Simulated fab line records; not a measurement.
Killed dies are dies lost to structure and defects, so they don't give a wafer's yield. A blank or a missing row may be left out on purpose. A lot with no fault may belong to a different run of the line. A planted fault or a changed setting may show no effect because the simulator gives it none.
fab line records ; flow sky130
record: lots: 12; wafers: 36; last-day: 50
route steps=708 shown SONOS_ONO@181 LDD_N@254 LDD_P@264 LDD_HVN@276 PAD_OPEN@708
lots that met no fault: from a run of the same line without faults
start-h: the number of hours between the record's first day and the start of the first shown wafer of the lot ; wait-h: hours elapsed since this lot's preceding step ; " same as the row above ; L1.1+2: a single row standing in for several wafers ; - value missing, or start not given ; * or withheld: withheld ; < > ~ a bound
route shown NAME@n: NAME is a module with steps in the file, n the number in the route of the first one ; usual: the fault-free wafers' mean and standard deviation ; same: alike in all rows ; chamber/n: place in a boat ; sites: each site's reading ; _std_site: how widely they spread, as a standard deviation ; _edge_site: inner sites' mean taken away from outer sites' mean ; radius-mm: for every site, how far away it sits from the centre of the wafer ; mask NAME#n: copy n ; behind: tool/chamber where the wafer was last shaped ; hold: the reason the lot was held/the length of the hold in hours/how it ended ; device: the transistor (n, p or np) that didn't switch ; end of line: tests of these same wafers at the route's end ; a step without rows: its recipe alone ; killed: the dies lost at the first sort to structure and to defects; this is not the yield of the wafer ; map: per-die view of a wafer (x killed, . not killed, _ where there is no die)
set.NAME: the setting that was run; set.NAME@STEP: the one run at that earlier step ; model.NAME: the simulator's own value behind a step, which no gauge read
route steps across a sampled set of lots; one table per step, one row per wafer
services: the hour from which a tool's chamber was out of use, counted from the record's first day as start-h (under 0 if before that day), plus the number of hours and why
== steps ==
step: SKY_SONOS_ONO_CD_MEAS_13
recipe: target-cd-nm: 410
usual: cd-nm: 410.1/2.3
lot.wafer;tool;chamber;start-h;wait-h;cd-nm
L561.4;cd-sem-01;-;291.03;0.1;411.8
L561.5;cd-sem-01;-;291.03;0.1;410.4
L561.6;cd-sem-01;-;291.03;0.1;412.0
L562.1;cd-sem-01;-;293.62;0.1;409.8
L562.3;cd-sem-01;-;293.62;0.1;407.7
L562.5;cd-sem-01;-;293.62;0.1;410.9
L563.3;cd-sem-02;-;303.70;0.1;405.8
L563.5;cd-sem-02;-;303.70;0.1;405.9
L563.6;cd-sem-02;-;303.70;0.1;407.3
L564.1;cd-sem-01;-;308.62;0.1;411.2
L564.4;cd-sem-01;-;308.62;0.1;408.7
L564.5;cd-sem-01;-;308.62;0.1;409.7
L565.1;cd-sem-02;-;323.51;0.1;414.7
L565.3;cd-sem-02;-;323.51;0.1;413.7
L565.5;cd-sem-02;-;323.51;0.1;415.0
L566.2;cd-sem-02;-;329.58;0.1;412.9
L566.3;cd-sem-02;-;329.58;0.1;409.9
L566.6;cd-sem-02;-;329.58;0.1;411.2
L574.1;cd-sem-02;-;393.56;0.1;408.5
L574.2;cd-sem-02;-;393.56;0.1;407.5
L574.4;cd-sem-02;-;393.56;0.1;408.2
L575.2;cd-sem-01;-;406.13;0.1;408.3
L575.4;cd-sem-01;-;406.13;0.1;410.2
L575.5;cd-sem-01;-;406.13;0.1;410.5
L577.1;cd-sem-01;-;424.51;0.1;411.4
L577.2;cd-sem-01;-;424.51;0.1;411.5
L577.3;cd-sem-01;-;424.51;0.1;410.7
L580.1;cd-sem-02;-;442.66;0.1;411.5
L580.3;cd-sem-02;-;442.66;0.1;410.8
L580.4;cd-sem-02;-;442.66;0.1;410.8
L581.2;cd-sem-02;-;452.94;0.1;409.2
L581.3;cd-sem-02;-;452.94;0.1;409.4
L581.5;cd-sem-02;-;452.94;0.1;408.1
L583.1;cd-sem-02;-;474.06;0.1;412.5
L583.5;cd-sem-02;-;474.06;0.1;412.3
L583.6;cd-sem-02;-;474.06;0.1;411.6
step: SKY_LDD_N_TW_MEAS_17
usual: LDD_N_TW: 2551/20
lot.wafer;tool;chamber;start-h;wait-h;LDD_N_TW
L561.4;film-metro-01;-;416.53;0.1;2570
L561.5;film-metro-01;-;416.53;0.1;2582
L561.6;film-metro-01;-;416.53;0.1;2586
L562.1;film-metro-03;-;416.65;0.1;2520
L562.3;film-metro-03;-;416.65;0.1;2524
L562.5;film-metro-03;-;416.65;0.1;2515
L563.3;film-metro-03;-;435.11;0.1;2518
L563.5;film-metro-03;-;435.11;0.1;2518
L563.6;film-metro-03;-;435.11;0.1;2530
L564.1;film-metro-04;-;435.25;0.1;2593
L564.4;film-metro-04;-;435.25;0.1;2586
L564.5;film-metro-04;-;435.25;0.1;2579
L565.1;film-metro-04;-;456.30;0.1;2572
L565.3;film-metro-04;-;456.30;0.1;2567
L565.5;film-metro-04;-;456.30;0.1;2571
L566.2;film-metro-01;-;462.31;0.1;2548
L566.3;film-metro-01;-;462.31;0.1;2554
L566.6;film-metro-01;-;462.31;0.1;2551
L574.1;film-metro-03;-;528.45;0.1;2528
L574.2;film-metro-03;-;528.45;0.1;2541
L574.4;film-metro-03;-;528.45;0.1;2541
L575.2;film-metro-04;-;540.65;0.1;2550
L575.4;film-metro-04;-;540.65;0.1;2555
L575.5;film-metro-04;-;540.65;0.1;2549
L577.1;film-metro-04;-;559.09;0.1;2550
L577.2;film-metro-04;-;559.09;0.1;2541
L577.3;film-metro-04;-;559.09;0.1;2535
L580.1;film-metro-01;-;576.00;0.1;2577
L580.3;film-metro-01;-;576.00;0.1;2575
L580.4;film-metro-01;-;576.00;0.1;2584
L581.2;film-metro-03;-;583.26;0.1;2523
L581.3;film-metro-03;-;583.26;0.1;2535
L581.5;film-metro-03;-;583.26;0.1;2531
L583.1;film-metro-03;-;607.25;0.1;2518
L583.5;film-metro-03;-;607.25;0.1;2525
L583.6;film-metro-03;-;607.25;0.1;2524
step: SKY_LDD_P_IMPLANT_09
recipe: species: BF2; energy-kev: 25; dose-cm2: 1e+13; tilt-deg: withheld
usual: dose-ions-cm2: 9.998e+12/1.3e+10; faraday-current-uA: 56.4/1.1
lot.wafer;tool;chamber;start-h;wait-h;dose-ions-cm2;faraday-current-uA
L562.1;implanter-02;0;447.07;0.0;9.99e+12;57.9
L562.3;implanter-02;0;447.07;0.0;1.0001e+13;55.3
L562.5;implanter-02;0;447.07;0.0;9.974e+12;55.3
L561.4;implanter-01;0;447.15;0.1;9.986e+12;57.4
L561.5;implanter-01;0;447.15;0.1;9.972e+12;57.1
L561.6;implanter-01;0;447.15;0.1;9.987e+12;56.1
L563.3;implanter-02;0;466.42;0.1;9.985e+12;55.1
L563.5;implanter-02;0;466.42;0.1;9.994e+12;56.8
L563.6;implanter-02;0;466.42;0.1;9.989e+12;58.1
L564.1;implanter-01;0;466.67;0.0;9.975e+12;55.1
L564.4;implanter-01;0;466.67;0.0;9.976e+12;56.5
L564.5;implanter-01;0;466.67;0.0;9.997e+12;57.5
L565.1;implanter-02;0;487.87;0.0;9.998e+12;57.0
L565.3;implanter-02;0;487.87;0.0;1.0008e+13;56.4
L565.5;implanter-02;0;487.87;0.0;1.0003e+13;57.9
L566.2;implanter-04;0;492.86;0.0;9.997e+12;54.9
L566.3;implanter-04;0;492.86;0.0;1.0015e+13;58.3
L566.6;implanter-04;0;492.86;0.0;9.986e+12;55.5
L574.1;implanter-01;0;558.32;0.0;1.0646e+13;59.1
L574.2;implanter-01;0;558.32;0.0;1.0633e+13;59.3
L574.4;implanter-01;0;558.32;0.0;1.0634e+13;58.3
L575.2;implanter-01;0;569.75;0.0;1.063e+13;61.3
L575.4;implanter-01;0;569.75;0.0;1.0633e+13;60.7
L575.5;implanter-01;0;569.75;0.0;1.0639e+13;61.0
L577.1;implanter-02;0;588.97;0.0;1.0005e+13;56.5
L577.2;implanter-02;0;588.97;0.0;1.0002e+13;57.1
L577.3;implanter-02;0;588.97;0.0;9.985e+12;56.9
L580.1;implanter-02;0;605.77;0.0;1.0003e+13;56.3
L580.3;implanter-02;0;605.77;0.0;1.0001e+13;58.5
L580.4;implanter-02;0;605.77;0.0;9.994e+12;56.8
L581.2;implanter-04;0;612.50;0.0;1.001e+13;56.4
L581.3;implanter-04;0;612.50;0.0;1.0009e+13;56.7
L581.5;implanter-04;0;612.50;0.0;1.0013e+13;56.2
L583.1;implanter-02;0;635.77;0.0;9.995e+12;56.8
L583.5;implanter-02;0;635.77;0.0;1.001e+13;55.0
L583.6;implanter-02;0;635.77;0.0;1.0002e+13;56.3
step: SKY_LDD_P_TW_MEAS_11
usual: LDD_P_TW: 627/3.5
lot.wafer;tool;chamber;start-h;wait-h;hold;LDD_P_TW
L562.1;film-metro-02;-;447.32;0.1;-;627
L562.3;film-metro-02;-;447.32;0.1;-;626
L562.5;film-metro-02;-;447.32;0.1;-;624
L561.4;film-metro-03;-;447.35;0.1;-;624
L561.5;film-metro-03;-;447.35;0.1;-;625
L561.6;film-metro-03;-;447.35;0.1;-;622
L563.3;film-metro-02;-;466.64;0.1;-;627
L563.5;film-metro-02;-;466.64;0.1;-;627
L563.6;film-metro-02;-;466.64;0.1;-;625
L564.1;film-metro-02;-;466.92;0.1;-;627
L564.4;film-metro-02;-;466.92;0.1;-;629
L564.5;film-metro-02;-;466.92;0.1;-;625
L565.1;film-metro-02;-;488.12;0.1;-;622
L565.3;film-metro-02;-;488.12;0.1;-;625
L565.5;film-metro-02;-;488.12;0.1;-;627
L566.2;film-metro-04;-;493.09;0.1;-;632
L566.3;film-metro-04;-;493.09;0.1;-;634
L566.6;film-metro-04;-;493.09;0.1;-;632
L574.1;film-metro-04;-;558.57;0.1;await-dispo/0.2h/release;641
L574.2;film-metro-04;-;558.57;0.1;await-dispo/0.2h/release;644
L574.4;film-metro-04;-;558.57;0.1;await-dispo/0.2h/release;640
L574.1;film-metro-04;-;558.84;0.3;-;642
L574.2;film-metro-04;-;558.84;0.3;-;641
L574.4;film-metro-04;-;558.84;0.3;-;642
L575.2;film-metro-02;-;569.98;0.1;await-dispo/0.2h/release;643
L575.4;film-metro-02;-;569.98;0.1;await-dispo/0.2h/release;639
L575.5;film-metro-02;-;569.98;0.1;await-dispo/0.2h/release;639
L575.2;film-metro-02;-;570.22;0.2;-;641
L575.4;film-metro-02;-;570.22;0.2;-;643
L575.5;film-metro-02;-;570.22;0.2;-;642
L577.1;film-metro-02;-;589.22;0.1;-;634
L577.2;film-metro-02;-;589.22;0.1;-;630
L577.3;film-metro-02;-;589.22;0.1;-;630
L580.1;film-metro-02;-;606.02;0.1;-;629
L580.3;film-metro-02;-;606.02;0.1;-;623
L580.4;film-metro-02;-;606.02;0.1;-;628
L581.2;film-metro-02;-;612.73;0.1;-;625
L581.3;film-metro-02;-;612.73;0.1;-;628
L581.5;film-metro-02;-;612.73;0.1;-;628
L583.1;film-metro-04;-;636.02;0.1;-;628
L583.5;film-metro-04;-;636.02;0.1;-;627
L583.6;film-metro-04;-;636.02;0.1;-;629
step: SKY_LDD_HVN_STRIP_09
recipe: chemistry: O2/N2; power-w: 1400; pressure-mtorr: 1500; platen-temp-c: withheld; o2-flow-sccm: 3000; n2-flow-sccm: 300; overash-fraction: 0.5
usual: drypump-motor-current-A: 5.6/0.6; n2-flow-sccm: 300.0/0.85; oes-product-au: 0.409/0.0045; strip-time-to-endpoint-s: 4.140/0.015
lot.wafer;tool;chamber;start-h;wait-h;drypump-motor-current-A;n2-flow-sccm;oes-product-au;rf-hours-counter-h;strip-time-to-endpoint-s
L561.4;plasma-asher-01;1;478.67;0.1;5.0;299.8;0.419;-;4.141
L561.5;plasma-asher-01;1;478.67;0.1;5.0;300.2;0.415;-;4.153
L561.6;plasma-asher-01;0;478.67;0.1;5.4;299.1;0.409;-;4.156
L562.1;plasma-asher-03;1;478.76;0.1;5.5;301.1;0.402;4;4.129
L562.3;plasma-asher-03;1;478.76;0.1;5.5;301.3;0.410;-;4.151
L562.5;plasma-asher-03;1;478.76;0.1;5.5;300.2;0.402;-;4.160
L563.3;plasma-asher-01;1;497.85;0.1;5.0;299.2;0.406;-;4.131
L563.5;plasma-asher-01;1;497.85;0.1;5.0;299.2;0.417;-;4.147
L563.6;plasma-asher-01;0;497.85;0.1;5.4;299.2;0.410;-;4.133
L564.1;plasma-asher-01;0;498.41;0.1;5.4;300.2;0.403;70;4.144
L564.4;plasma-asher-01;1;498.41;0.1;5.0;301.3;0.414;-;4.132
L564.5;plasma-asher-01;0;498.41;0.1;5.4;300.6;0.405;-;4.150
L565.1;plasma-asher-02;1;519.29;0.1;6.7;301.2;0.408;81;4.145
L565.3;plasma-asher-02;1;519.29;0.1;6.7;299.2;0.410;-;4.122
L565.5;plasma-asher-02;0;519.29;0.1;5.5;300.2;0.414;-;4.152
L566.2;plasma-asher-02;0;523.99;0.1;5.5;299.7;0.412;82;4.139
L566.3;plasma-asher-02;1;523.99;0.1;6.7;299.7;0.405;-;4.146
L566.6;plasma-asher-02;1;523.99;0.1;6.7;298.2;0.408;-;4.144
L574.1;plasma-asher-02;0;588.40;0.1;5.5;300.3;0.407;88;4.125
L574.2;plasma-asher-02;1;588.40;0.1;6.7;300.8;0.401;88;4.112
L574.4;plasma-asher-02;0;588.40;0.1;5.5;300.0;0.410;-;4.143
L575.2;plasma-asher-01;1;599.41;0.1;5.0;300.4;0.402;80;4.129
L575.4;plasma-asher-01;1;599.41;0.1;5.0;301.4;0.403;-;4.122
L575.5;plasma-asher-01;1;599.41;0.1;5.0;300.4;0.410;-;4.131
L577.1;plasma-asher-02;1;618.50;0.1;6.7;298.6;0.406;91;4.126
L577.2;plasma-asher-02;0;618.50;0.1;5.5;300.4;0.407;91;4.162
L577.3;plasma-asher-02;1;618.50;0.1;6.7;300.2;0.409;-;4.132
L580.1;plasma-asher-02;1;634.01;0.1;6.7;300.6;0.406;92;4.108
L580.3;plasma-asher-02;1;634.01;0.1;6.7;299.7;0.409;-;4.127
L580.4;plasma-asher-02;0;634.01;0.1;5.5;300.6;0.404;-;4.105
L581.2;plasma-asher-02;1;640.11;0.1;6.7;300.4;0.404;93;4.131
L581.3;plasma-asher-02;1;640.11;0.1;6.7;300.4;0.404;-;4.134
L581.5;plasma-asher-02;0;640.11;0.1;5.5;301.2;0.406;-;4.109
L583.1;plasma-asher-03;0;664.39;0.1;5.1;299.6;0.412;23;4.147
L583.5;plasma-asher-03;0;664.39;0.1;5.1;299.8;0.408;-;4.149
L583.6;plasma-asher-03;1;664.39;0.1;5.5;300.0;0.410;-;4.165
step: SKY_PAD_OPEN_PROBE_99
usual: killed_at_M0_to_M3: 44/7.9; killed_at_M4_up: 3.1/2; killed-at-contacts: 23/4.9; killed-at-front-end: 15/3.9; killed-at-other: 0.2/0.49; killed-dies: 86/10; killed-open: 47/7.1; killed-short: 39/7.1
same: gross-dies: 492; killed-at-back-side: 0
lot.wafer;tool;chamber;start-h;wait-h;killed_at_M0_to_M3;killed_at_M4_up;killed-at-contacts;killed-at-front-end;killed-at-other;killed-dies;killed-open;killed-short
L565.1;prober-01;-;1110.44;0.1;37;3;21;18;0;79;41;37
L565.3;prober-01;-;1110.54;0.2;57;3;20;15;1;96;55;41
L565.5;prober-01;-;1110.64;0.2;42;5;35;7;0;89;46;43
L574.1;prober-02;-;1157.88;0.1;42;2;23;14;0;81;55;26
L574.2;prober-02;-;1157.93;0.1;34;6;25;24;1;90;48;42
L574.4;prober-02;-;1158.03;0.2;51;2;26;14;0;93;51;42
killed by level:class
L565.1 VIA1:geometric-particle:open=9 FIELD_ISO:geometric-particle:open=6 LI_CONTACT:geometric-particle:open=6 CONTACT:geometric-particle:open=5 METAL1:geometric-particle:short=5 LI_CONTACT:geometric-particle:short=4 SPACER:geometric-particle:short=4 METAL2:geometric-particle:short=4
L565.3 VIA1:geometric-particle:open=19 VIA2:geometric-particle:open=10 CONTACT:geometric-particle:open=6 METAL2:geometric-particle:short=6 LOCAL_INTERCONNECT:geometric-particle:short=5 VIA3:geometric-particle:open=5 FIELD_ISO:geometric-particle:short=4 POLY_GATE:geometric-particle:open=4
L565.5 VIA1:geometric-particle:open=14 LI_CONTACT:geometric-particle:short=9 CONTACT:geometric-particle:open=9 VIA2:geometric-particle:open=9 LOCAL_INTERCONNECT:geometric-particle:short=6 METAL4:geometric-particle:short=5 LI_CONTACT:geometric-particle:open=5 METAL1:geometric-particle:short=5
L574.1 CONTACT:geometric-particle:open=14 VIA1:geometric-particle:open=12 VIA2:geometric-particle:open=8 VIA3:geometric-particle:open=6 FIELD_ISO:geometric-particle:short=5 LI_CONTACT:geometric-particle:open=4 CONTACT:geometric-particle:short=4 METAL1:geometric-particle:short=4
L574.2 CONTACT:geometric-particle:open=10 POLY_GATE:geometric-particle:open=9 VIA1:geometric-particle:open=8 VIA2:geometric-particle:open=6 FIELD_ISO:geometric-particle:short=5 METAL2:geometric-particle:short=5 CONTACT:geometric-particle:short=5 POLY_GATE:geometric-particle:short=4
L574.4 VIA1:geometric-particle:open=13 VIA2:geometric-particle:open=9 VIA3:geometric-particle:open=8 CONTACT:geometric-particle:open=7 METAL2:geometric-particle:short=6 LI_CONTACT:geometric-particle:short=5 LOCAL_INTERCONNECT:geometric-particle:short=5 CONTACT:geometric-particle:short=5
== services ==
tool;chamber;start-h;hours;kind
plasma-asher-03;0;430.25;-;clean
plasma-asher-03;1;430.25;-;clean
implanter-02;-;430.52;1.6;repair
implanter-02;-;437.27;3.5;repair
implanter-02;-;472.12;1.3;repair
implanter-02;-;511.91;2.9;pm
implanter-04;-;529.60;3.1;pm
implanter-02;-;535.03;6.1;pm
implanter-01;-;546.55;6.4;repair
plasma-asher-01;-;617.43;1.3;repair
implanter-04;-;623.32;5.3;pm
implanter-01;-;638.06;7.6;repair
implanter-02;-;642.62;1.8;repair
implanter-01;-;660.36;6.4;pm
== key ==
first-sign: step: SKY_LDD_P_IMPLANT_09; reading: dose-ions-cm2; direction: up; sigmas: 50; usual: *; struck: *
effect: step: SKY_LDD_P_IMPLANT_09; reading: faraday-current-uA; direction: up; sigmas: 3.2; usual: 56.4; struck: 60.0
effect: step: SKY_LDD_P_TW_MEAS_11; reading: visit; direction: added
met-at SKY_LDD_P_IMPLANT_09
struck-lots L574,L575
tester-left-out L574,L575
not-acting-at SKY_SONOS_ONO_CD_MEAS_13,SKY_LDD_N_TW_MEAS_17,SKY_LDD_HVN_STRIP_09
onset-between 466.67 558.32
fault: kind: process-parameter-drift; tool: implanter-01; chamber: -; onset-h: 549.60; steps: SKY_LDD_P_IMPLANT_09; channel: dose-cm2; offset: *; shape: step; end-h: 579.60; acts-in: *; stated: *
tester-left-out: of these lots the tester's yield and bins aren't shown, on N5 and GAA mostly nor the transistor test; their killed dies are dies lost to structure and defects alone, not to doping, threshold or leakage, so they don't give the yield
